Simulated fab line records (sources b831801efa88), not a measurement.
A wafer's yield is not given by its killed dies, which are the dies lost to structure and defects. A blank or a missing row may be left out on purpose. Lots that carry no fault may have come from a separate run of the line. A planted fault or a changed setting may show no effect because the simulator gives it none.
8D (eight disciplines) problem report, filled in by code	flow sky130	the parts of the form that need people (team, actions taken, sign-off) are left out

## 1. THE PROBLEM
Wafers without a fault read 48.52 W, standard deviation 0.13; bias w at SKY_METAL3_METAL_ETCH_18 reads a mean of 44.94 W on 6 wafers belonging to 2 lots. Relative to the usual mean, that is a shift of -28 standard deviations.
The step: etches the open film in Cl2/BCl3, stops on SiO2, target depth 845 nm, time 183.1 s.
First observed at day 43 12:51: wafer L406.2, on rie metal-04. The record has a number at this step for 33 wafers belonging to 11 lots. The rule behind "out" and "out of limits": a value lying over 4 standard deviations away from the usual mean. The rest of the wafers with a number are treated as sound.

## 2. WHAT THIS IS AND IS NOT
question	is	is not
which readings at this step	bias w	drypump motor current A, throttle valve pct
which lots	L406, L408	L391, L393, L395, L396, L398, L400, L409, L410, L413
which wafers of those lots	all that have a number	-
read on which tools	rie metal-04	rie metal-02, rie metal-03
when	from day 43 12:51	up to then (18 sound wafers); but 9 sound wafers of L409, L410, L413 came after

## 3. SUSPECTS, AND WHAT RULES EACH OUT
Counting: a tool at any process step up to the reading remains a suspect when it ran all the lots that are out and ran no sound lot after the first of those.
- rie metal-04 at SKY_METAL3_METAL_ETCH_18 (etches the open film in Cl2/BCl3, stops on SiO2, target depth 845 nm, time 183.1 s): kept. It ran every lot that is out, first L406 (day 43 12:51), and no sound lot after that; its last sound lot up to then is L396 (day 41 19:09). On those wafers its own readings are out: bias w.
After counting, what remains is rie metal-04 at SKY_METAL3_METAL_ETCH_18.

## 4. THE CAUSE (what the simulator had put in)
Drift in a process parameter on rie metal-04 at SKY_METAL3_METAL_ETCH_18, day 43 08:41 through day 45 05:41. From 48.5, the setting bias w moved by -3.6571. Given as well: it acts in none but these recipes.
The count eliminated every tool but this one.

## 5. THE EFFECT CHAIN, in route order
Each row: a reading where the mean over the struck wafers with a number is more than 3 standard deviations away from the usual. Only readings whose record carries a usual standard deviation are examined. hours: median over the lots of the time between each lot's start at the first step of this table that gives one and its start at this step. sigmas: the change, counted in usual standard deviations.
hours	step	reading	usual	on struck wafers	change	sigmas
0	SKY_METAL3_METAL_ETCH_18	bias w	48.52 W	44.94	-3.58	-28
Here are the process steps it includes:
- SKY_METAL3_METAL_ETCH_18: etches the open film in Cl2/BCl3, stops on SiO2, target depth 845 nm, time 183.1 s.

## 6. WHAT WOULD HAVE CAUGHT IT SOONER
4 hours passed between the start of the fault at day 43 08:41 and the first reading out of limits in this record, taken at day 43 12:51.
